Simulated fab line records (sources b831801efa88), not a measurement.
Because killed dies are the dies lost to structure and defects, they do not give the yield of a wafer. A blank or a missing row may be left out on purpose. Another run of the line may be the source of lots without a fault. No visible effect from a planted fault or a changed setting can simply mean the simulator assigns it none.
Chamber matching    flow sfq_line    4 sister chambers for SFQ_TRILAYER_I7_CMP_CMP_184 on cmp-01
The step polishes SiO2. 4 wafers are shown with their chamber, then 8 later ones without.

WAFERS WITH THEIR CHAMBER
wafer   chamber  motor_current_A (A)
L681.5  1        10.2
L690.3  3        11.7
L690.5  2        11.1
L692.2  0        11.7

WAFERS MISSING THEIR CHAMBER
wafer   motor_current_A (A)
L692.4  11.3
L692.3  11.4
L693.4  11.7
L693.2  11.5
L693.6  11.6
L695.2  11.0
L695.5  11.6
L695.6  11.1

WHICH CHAMBER EACH WENT THROUGH
wafer    from the rows above            in truth
L692.4   can't be placed: 2 or 0 or 3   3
L692.3   can't be placed: 0 or 3 or 2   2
L693.4   can't be placed: 0 or 3        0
L693.2   can't be placed: 0 or 3 or 2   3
L693.6   can't be placed: 0 or 3        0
L695.2   2                              2
L695.5   can't be placed: 0 or 3        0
L695.6   2                              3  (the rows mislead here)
Placed correctly: 1 of 8. Not placeable from these rows: 6 (in 6, the candidates include the true chamber). 1 placed wrongly.
How it was worked out, from the rows above alone: a wafer's distance from a chamber is the root of the sum, over the readings, of the square of ((its reading less the chamber's mean) divided by the reading's scatter). If the next closest chamber is less than 2 further off than the closest, the wafer can't be placed; otherwise it belongs to the closest. For every chamber, the mean is computed from those of its wafers that are shown. The scatter: root of mean squared gap, hidden wafer to nearest shown wafer, with one shown wafer a chamber.
